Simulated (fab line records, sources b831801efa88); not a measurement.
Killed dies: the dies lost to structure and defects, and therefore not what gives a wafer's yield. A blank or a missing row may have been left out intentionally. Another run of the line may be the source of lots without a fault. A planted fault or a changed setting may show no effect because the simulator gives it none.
Chamber matching / flow gf180mcu / rie diel-01 running GF_SAB_ETCH_11: 4 sister chambers
The step etches SiO2 in C4F8/O2/Ar, target depth 55 nm, time 8.5 s. 16 wafers are shown with their chamber, then 8 later ones without.

WAFERS, EACH WITH ITS CHAMBER
wafer=L821.2; chamber=3; bias w (W)=1205; oes product au (a.u.)=1.005
wafer=L821.4; chamber=0; bias w (W)=1194; oes product au (a.u.)=1.017
wafer=L821.5; chamber=1; bias w (W)=1197; oes product au (a.u.)=1.015
wafer=L823.1; chamber=3; bias w (W)=1203; oes product au (a.u.)=1.007
wafer=L823.4; chamber=0; bias w (W)=1207; oes product au (a.u.)=1.009
wafer=L823.5; chamber=2; bias w (W)=1194; oes product au (a.u.)=0.996
wafer=L824.1; chamber=0; bias w (W)=1203; oes product au (a.u.)=1.000
wafer=L824.2; chamber=1; bias w (W)=1200; oes product au (a.u.)=1.004
wafer=L824.3; chamber=3; bias w (W)=1205; oes product au (a.u.)=0.988
wafer=L825.1; chamber=0; bias w (W)=1203; oes product au (a.u.)=1.011
wafer=L825.4; chamber=0; bias w (W)=1198; oes product au (a.u.)=1.004
wafer=L825.6; chamber=3; bias w (W)=1200; oes product au (a.u.)=0.987
wafer=L833.4; chamber=0; bias w (W)=1199; oes product au (a.u.)=1.007
wafer=L833.5; chamber=1; bias w (W)=1200; oes product au (a.u.)=1.002
wafer=L833.6; chamber=3; bias w (W)=1194; oes product au (a.u.)=1.001
wafer=L835.1; chamber=0; bias w (W)=1199; oes product au (a.u.)=1.001

SIGNATURES, as means of the wafers listed above
reading=bias w; chamber 0=1200.43; chamber 1=1199.00; chamber 2=1194.00; chamber 3=1201.40; scatter within a chamber=4.07
reading=oes product au; chamber 0=1.00700; chamber 1=1.00700; chamber 2=0.99600; chamber 3=0.99760; scatter within a chamber=0.00748
Rule: distance of a wafer from a chamber = root of the sum over the readings of ((wafer's reading minus chamber's mean) / reading's scatter) squared. The wafer belongs to the nearest chamber; if the next one is less than 2 further off, it can't be placed. The scatter is the square root of a quotient: the sum, over the shown wafers, of each reading's squared deviation from its chamber's mean, divided by wafers minus chambers.

WAFERS WITH NO CHAMBER GIVEN
wafer=L835.5; bias w (W)=1201; oes product au (a.u.)=1.011
wafer=L835.6; bias w (W)=1200; oes product au (a.u.)=1.000
wafer=L836.2; bias w (W)=1198; oes product au (a.u.)=0.996
wafer=L836.4; bias w (W)=1193; oes product au (a.u.)=1.005
wafer=L836.5; bias w (W)=1199; oes product au (a.u.)=1.009
wafer=L839.3; bias w (W)=1197; oes product au (a.u.)=1.005
wafer=L839.4; bias w (W)=1204; oes product au (a.u.)=1.004
wafer=L839.5; bias w (W)=1192; oes product au (a.u.)=1.021

THE CHAMBER EACH PASSED THROUGH
wafer=L835.5; from the rows above=can't be placed: 0 or 1 or 3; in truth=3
wafer=L835.6; from the rows above=can't be placed: 3 or 0 or 1 or 2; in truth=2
wafer=L836.2; from the rows above=can't be placed: 3 or 2 or 1 or 0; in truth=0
wafer=L836.4; from the rows above=can't be placed: 2 or 1 or 0 or 3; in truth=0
wafer=L836.5; from the rows above=can't be placed: 1 or 0 or 3 or 2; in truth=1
wafer=L839.3; from the rows above=can't be placed: 1 or 0 or 2 or 3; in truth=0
wafer=L839.4; from the rows above=can't be placed: 0 or 3 or 1 or 2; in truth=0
wafer=L839.5; from the rows above=can't be placed: 1 or 0 or 2 or 3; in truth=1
Correctly placed: 0 of 8. Cannot be placed on the basis of these rows: 8; the candidates contain the true chamber in 8. Placed wrongly: 0.
